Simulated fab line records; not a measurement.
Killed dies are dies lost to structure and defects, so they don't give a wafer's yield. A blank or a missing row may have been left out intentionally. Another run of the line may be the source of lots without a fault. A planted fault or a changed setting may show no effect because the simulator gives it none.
fab line records	flow gf180mcu
record: lots: 12	wafers: 36	lastDay: 34
route steps=602 shown V4@478
lots untouched by any fault: they come from a run of this same line in which no faults occurred
startH: hours from the record's opening day to when the first of the lot's shown wafers began	waitH: hours since the lot's step before	" identical to the entry in the row above	L1.1+2: a row that stands for several wafers	- value missing, or start not given	* or withheld: withheld	< > ~ a bound
route shown NAME@n: a module of which the file shows steps, and the number in the route of the first	usual: mean/standard deviation of fault-free wafers	same: alike in all rows	chamber/n: place in a boat	sites: the reading at each site	_std_site: the values' standard deviation	_edge_site: mean of outer sites minus mean of inner sites	radiusMm: for every site, how far away it sits from the centre of the wafer	mask NAME#n: copy n	behind: the last tool/chamber to shape the wafer	hold: why the lot went on hold/how many hours it stayed there/how the hold came to an end	device: whichever transistor did not switch (one of n, p or np)	end of line: the tests these same wafers got at the end of their route	step lacking rows: just its recipe	killed: not the wafer's yield, but the dies lost to structure and defects at the first sort	map: dies across one wafer; x = killed, . = not, _ = none there
set.NAME: setting as actually run; set.NAME@STEP: the setting as run at that earlier step	model.NAME: the simulator's own value behind a step, which no gauge read
steps of the route over a sample of lots; a table a step, a row a wafer
services: a tool's chamber out of use, with start hour (startH, from the record's first day; less than 0 if before it), hours out, and reason
== steps ==
step: GF_V4_CVD_02
recipe: material: SiO2	targetThkNm: 850	precursor: TEOS	tempC: 400	timeS: 94.851	rfW: 600
usual: heaterPowerW: 717/110
lot.wafer	tool	chamber	startH	waitH	heaterPowerW
L895.1	pecvd-03	2	555.68	0.1	719
L895.3	"	0	"	"	597
L895.6	"	1	"	"	698
L898.1	pecvd-02	1	588.36	0.1	570
L898.5	"	2	"	"	798
L898.6	"	0	"	"	852
L900.1	pecvd-04	2	604.26	0.1	862
L900.3	"	0	"	"	716
L900.4	"	2	"	"	677
L901.3	pecvd-02	1	607.47	0.0	488
L901.4	"	1	"	"	529
L901.6	"	0	"	"	715
L902.2	pecvd-02	1	618.14	0.0	579
L902.3	"	2	"	"	695
L902.6	"	1	"	"	453
L903.3	pecvd-03	1	627.78	0.0	739
L903.5	"	0	"	"	695
L903.6	"	1	"	"	575
L904.1	pecvd-02	1	635.63	0.1	581
L904.3	"	2	"	"	769
L904.6	"	0	"	"	861
L906.1	pecvd-04	0	645.07	0.1	745
L906.2	"	2	"	"	794
L906.6	"	2	"	"	838
L910.1	pecvd-03	2	671.52	0.1	780
L910.4	"	2	"	"	815
L910.6	"	1	"	"	560
L911.1	pecvd-03	1	678.99	0.1	670
L911.2	"	0	"	"	651
L911.5	"	0	"	"	715
L915.1	pecvd-02	1	704.38	0.1	509
L915.3	"	0	"	"	802
L915.4	"	2	"	"	725
L916.1	pecvd-03	2	710.53	0.1	787
L916.5	"	1	"	"	696
L916.6	"	2	"	"	660
step: GF_V4_THK_MEAS_03
recipe: reads: SiO2_of_V4_CVD_02
usual: V4_CVD_02_THK: 850/11
lot.wafer	tool	chamber	startH	waitH	V4_CVD_02_THK[nm]
L895.1	filmMetro-04	-	555.75	0.0	851
L895.3	"	-	"	"	848
L895.6	"	-	"	"	856
L898.1	filmMetro-01	-	588.43	0.0	848
L898.5	"	-	"	"	857
L898.6	"	-	"	"	868
L900.1	filmMetro-01	-	604.33	0.0	836
L900.3	"	-	"	"	842
L900.4	"	-	"	"	844
L901.3	filmMetro-01	-	607.56	0.1	851
L901.4	"	-	"	"	858
L901.6	"	-	"	"	859
L902.2	filmMetro-01	-	618.21	0.0	837
L902.3	"	-	"	"	836
L902.6	"	-	"	"	859
L903.3	filmMetro-04	-	627.87	0.1	835
L903.5	"	-	"	"	860
L903.6	"	-	"	"	862
L904.1	filmMetro-01	-	635.70	0.0	849
L904.3	"	-	"	"	841
L904.6	"	-	"	"	864
L906.1	filmMetro-01	-	645.13	0.0	836
L906.2	"	-	"	"	827
L906.6	"	-	"	"	844
L910.1	filmMetro-04	-	671.59	0.0	850
L910.4	"	-	"	"	864
L910.6	"	-	"	"	855
L911.1	filmMetro-04	-	679.06	0.0	845
L911.2	"	-	"	"	845
L911.5	"	-	"	"	872
L915.1	filmMetro-02	-	704.45	0.0	838
L915.3	"	-	"	"	837
L915.4	"	-	"	"	851
L916.1	filmMetro-01	-	710.60	0.0	849
L916.5	"	-	"	"	850
L916.6	"	-	"	"	862
step: GF_V4_BOW_MEAS_05
recipe: mode: bow
usual: V4_BOW: 135/9.4
lot.wafer	tool	chamber	startH	waitH	V4_BOW[um]
L895.1	filmMetro-02	-	556.11	0.1	136
L895.3	"	-	"	"	125
L895.6	"	-	"	"	131
L898.1	filmMetro-01	-	588.79	0.2	125
L898.5	"	-	"	"	131
L898.6	"	-	"	"	123
L900.1	filmMetro-04	-	604.69	0.1	141
L900.3	"	-	"	"	139
L900.4	"	-	"	"	151
L901.3	filmMetro-04	-	607.96	0.3	139
L901.4	"	-	"	"	129
L901.6	"	-	"	"	151
L902.2	filmMetro-04	-	618.58	0.3	139
L902.3	"	-	"	"	132
L902.6	"	-	"	"	136
L903.3	filmMetro-01	-	628.25	0.2	137
L903.5	"	-	"	"	135
L903.6	"	-	"	"	133
L904.1	filmMetro-01	-	636.06	0.2	132
L904.3	"	-	"	"	131
L904.6	"	-	"	"	135
L906.1	filmMetro-02	-	645.49	0.1	125
L906.2	"	-	"	"	132
L906.6	"	-	"	"	123
L910.1	filmMetro-01	-	671.95	0.1	135
L910.4	"	-	"	"	125
L910.6	"	-	"	"	131
L911.1	filmMetro-04	-	679.42	0.2	146
L911.2	"	-	"	"	144
L911.5	"	-	"	"	147
L915.1	filmMetro-01	-	704.81	0.2	119
L915.3	"	-	"	"	117
L915.4	"	-	"	"	134
L916.1	filmMetro-02	-	710.96	0.2	134
L916.5	"	-	"	"	126
L916.6	"	-	"	"	123
step: GF_V4_CVD_23
recipe: material: W	targetThkNm: 350	timeS: 104.9	tempC: 400	pressureTorr: 40
usual: heaterPowerW: 827/79
lot.wafer	tool	chamber	startH	waitH	heaterPowerW
L895.1	cvdW-02	0	578.94	0.0	925
L895.3	"	1	"	"	719
L895.6	"	0	"	"	965
L898.1	cvdW-02	1	610.74	0.0	720
L898.5	"	0	"	"	965
L898.6	"	1	"	"	710
L900.1	cvdW-02	1	626.78	0.0	707
L900.3	"	0	"	"	930
L900.4	"	1	"	"	737
L901.3	cvdW-01	0	629.28	0.1	809
L901.4	"	1	"	"	827
L901.6	"	0	"	"	832
L902.2	cvdW-01	1	640.40	0.0	818
L902.3	"	0	"	"	826
L902.6	"	0	"	"	816
L903.3	cvdW-01	0	649.02	0.1	819
L903.5	"	1	"	"	800
L903.6	"	0	"	"	796
L904.1	cvdW-01	1	656.25	0.0	808
L904.3	"	1	"	"	817
L904.6	"	1	"	"	814
L906.1	cvdW-01	1	666.26	0.0	812
L906.2	"	0	"	"	827
L906.6	"	0	"	"	834
L910.1	cvdW-02	0	692.23	0.0	931
L910.4	"	1	"	"	714
L910.6	"	1	"	"	733
L911.1	cvdW-02	0	698.83	0.0	961
L911.2	"	1	"	"	714
L911.5	"	1	"	"	727
L915.1	cvdW-01	0	724.01	0.0	832
L915.3	"	1	"	"	802
L915.4	"	0	"	"	823
L916.1	cvdW-02	0	729.82	0.0	983
L916.5	"	0	"	"	946
L916.6	"	1	"	"	739
step: GF_V4_RS_MEAS_24
recipe: thkMeasGauge: four-point-probe	reads: W_of_V4_CVD_23+TiN_of_V4_SPUTTER_22+Ti_of_V4_SPUTTER_21
usual: V4_W_RS: 0.328/0.0034
lot.wafer	tool	chamber	startH	waitH	V4_W_RS[ohm/sq]
L895.1	filmMetro-01	-	579.06	0.1	0.324
L895.3	"	-	"	"	0.325
L895.6	"	-	"	"	0.326
L898.1	filmMetro-01	-	610.86	0.1	0.324
L898.5	"	-	"	"	0.322
L898.6	"	-	"	"	0.322
L900.1	filmMetro-02	-	626.90	0.1	0.332
L900.3	"	-	"	"	0.324
L900.4	"	-	"	"	0.329
L901.3	filmMetro-01	-	629.39	0.1	0.331
L901.4	"	-	"	"	0.324
L901.6	"	-	"	"	0.330
L902.2	filmMetro-02	-	640.53	0.1	0.325
L902.3	"	-	"	"	0.328
L902.6	"	-	"	"	0.327
L903.3	filmMetro-02	-	649.13	0.1	0.332
L903.5	"	-	"	"	0.332
L903.6	"	-	"	"	0.333
L904.1	filmMetro-01	-	656.48	0.2	0.327
L904.3	"	-	"	"	0.329
L904.6	"	-	"	"	0.330
L906.1	filmMetro-01	-	666.37	0.1	0.330
L906.2	"	-	"	"	0.333
L906.6	"	-	"	"	0.335
L910.1	filmMetro-01	-	692.35	0.1	0.330
L910.4	"	-	"	"	0.327
L910.6	"	-	"	"	0.328
L911.1	filmMetro-01	-	698.95	0.1	0.806
L911.2	"	-	"	"	0.776
L911.5	"	-	"	"	0.772
L915.1	filmMetro-04	-	724.12	0.1	0.330
L915.3	"	-	"	"	0.327
L915.4	"	-	"	"	0.330
L916.1	filmMetro-01	-	729.93	0.1	0.762
L916.5	"	-	"	"	0.769
L916.6	"	-	"	"	0.753
step: GF_V4_THK_MEAS_25
recipe: thkMeasGauge: xrf	reads: W_of_V4_CVD_23
usual: V4_W_THK: 334/4
lot.wafer	tool	chamber	startH	waitH	V4_W_THK[nm]
L895.1	filmMetro-01	-	579.18	0.1	336
L895.3	"	-	"	"	337
L895.6	"	-	"	"	337
L898.1	filmMetro-01	-	610.98	0.1	337
L898.5	"	-	"	"	341
L898.6	"	-	"	"	340
L900.1	filmMetro-02	-	627.02	0.1	330
L900.3	"	-	"	"	338
L900.4	"	-	"	"	334
L901.3	filmMetro-01	-	629.49	0.1	331
L901.4	"	-	"	"	338
L901.6	"	-	"	"	331
L902.2	filmMetro-02	-	640.64	0.1	336
L902.3	"	-	"	"	335
L902.6	"	-	"	"	336
L903.3	filmMetro-02	-	649.23	0.1	328
L903.5	"	-	"	"	330
L903.6	"	-	"	"	327
L904.1	filmMetro-01	-	656.60	0.1	333
L904.3	"	-	"	"	331
L904.6	"	-	"	"	330
L906.1	filmMetro-01	-	666.49	0.1	331
L906.2	"	-	"	"	329
L906.6	"	-	"	"	327
L910.1	filmMetro-01	-	692.47	0.1	332
L910.4	"	-	"	"	336
L910.6	"	-	"	"	336
L911.1	filmMetro-01	-	699.07	0.1	140
L911.2	"	-	"	"	146
L911.5	"	-	"	"	147
L915.1	filmMetro-04	-	724.24	0.1	329
L915.3	"	-	"	"	331
L915.4	"	-	"	"	329
L916.1	filmMetro-01	-	730.05	0.1	148
L916.5	"	-	"	"	147
L916.6	"	-	"	"	150
step: GF_V4_CMP_26
recipe: stopOn: SiO2	downForcePsi: 3.5	platenRpm: 60	tOverpolishS: 15	targetThkNm: 0	padVelocityMS: 0.94248
usual: motorCurrentA: 10.7/0.96	timeToEndpointS: 85/3.4
lot.wafer	tool	chamber	startH	waitH	motorCurrentA	timeToEndpointS
L895.3	cmp-02	1	579.34	0.1	9.9	87
L895.1	"	2	"	"	10.5	91
L895.6	"	0	"	"	10.0	81
L898.1	cmp-02	0	611.19	0.2	10.4	83
L898.6	"	1	"	"	10.7	89
L898.5	"	2	"	"	10.7	91
L900.4	cmp-02	0	627.13	0.1	10.4	81
L900.1	"	1	"	"	9.3	84
L900.3	"	2	"	"	10.7	88
L901.4	cmp-01	1	629.58	0.1	11.0	87
L901.3	"	3	"	"	13.1	88
L901.6	"	1	"	"	11.4	84
L902.2	cmp-02	2	640.69	0.0	10.8	87
L902.3	"	0	"	"	10.4	83
L902.6	"	2	"	"	10.3	86
L903.3	cmp-01	3	649.27	0.0	11.5	85
L903.5	"	3	"	"	12.8	83
L903.6	"	0	"	"	9.9	84
L904.1	cmp-01	2	656.66	0.1	9.3	79
L904.3	"	1	"	"	11.2	81
L904.6	"	3	"	"	12.3	81
L906.1	cmp-02	1	666.55	0.1	10.1	85
L906.2	"	2	"	"	10.7	88
L906.6	"	1	"	"	10.1	84
L910.1	cmp-02	1	692.58	0.1	10.2	86
L910.4	"	2	"	"	10.8	89
L910.6	"	0	"	"	11.0	86
L911.1	cmp-01	3	699.13	0.1	12.2	34
L911.2	"	2	"	"	10.0	32
L911.5	"	3	"	"	12.6	37
L915.1	cmp-02	3	724.35	0.1	9.8	83
L915.3	"	0	"	"	11.0	90
L915.4	"	1	"	"	10.3	90
L916.1	cmp-01	1	730.26	0.2	11.2	38
L916.6	"	2	"	"	9.6	37
L916.5	"	3	"	"	12.1	35
== services ==
tool	chamber	startH	hours	kind
cmp-01	-	572.27	4.0	pm
cvdW-02	-	572.91	1.4	repair
pecvd-04	0	576.03	10.6	repair
cmp-01	-	576.27	-	consumableReplace:conditioner
cmp-01	-	576.27	-	consumableReplace:pad
cvdW-01	-	579.53	0.4	repair
pecvd-03	-	591.12	14.0	pm
pecvd-03	0	591.12	14.0	ventCycle
pecvd-03	1	591.12	14.0	ventCycle
pecvd-03	2	591.12	14.0	ventCycle
pecvd-03	0	605.12	-	clean
pecvd-03	1	605.12	-	clean
pecvd-03	2	605.12	-	clean
cmp-01	-	607.20	4.3	pm
cvdW-01	-	615.00	2.8	pm
cmp-01	-	635.22	1.1	repair
cmp-02	-	649.49	3.4	pm
cvdW-01	0	653.63	6.3	repair
pecvd-03	2	667.49	4.0	repair
pecvd-03	-	674.54	2.8	pm
== key ==
firstSign: step: GF_V4_RS_MEAS_24	reading: V4_W_RS	direction: up	sigmas: 99+	usual: 0.328	struck: 0.773
effect: step: GF_V4_THK_MEAS_25	reading: V4_W_THK	direction: down	sigmas: 47	usual: 334	struck: 146
effect: step: GF_V4_CMP_26	reading: timeToEndpointS	direction: down	sigmas: 15	usual: *	struck: *
metAt GF_V4_CVD_23
struckLots L911,L916
notActingAt GF_V4_CVD_02,GF_V4_THK_MEAS_03,GF_V4_BOW_MEAS_05
onsetBetween 692.23 698.83
fault: kind: processParameterDrift	tool: cvdW-02	chamber: -	onsetH: 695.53	steps: GF_V4_CVD_23	channel: targetThkNm	offset: -201.09	shape: step	endH: 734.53	actsIn: theseRecipesOnly	stated: 350
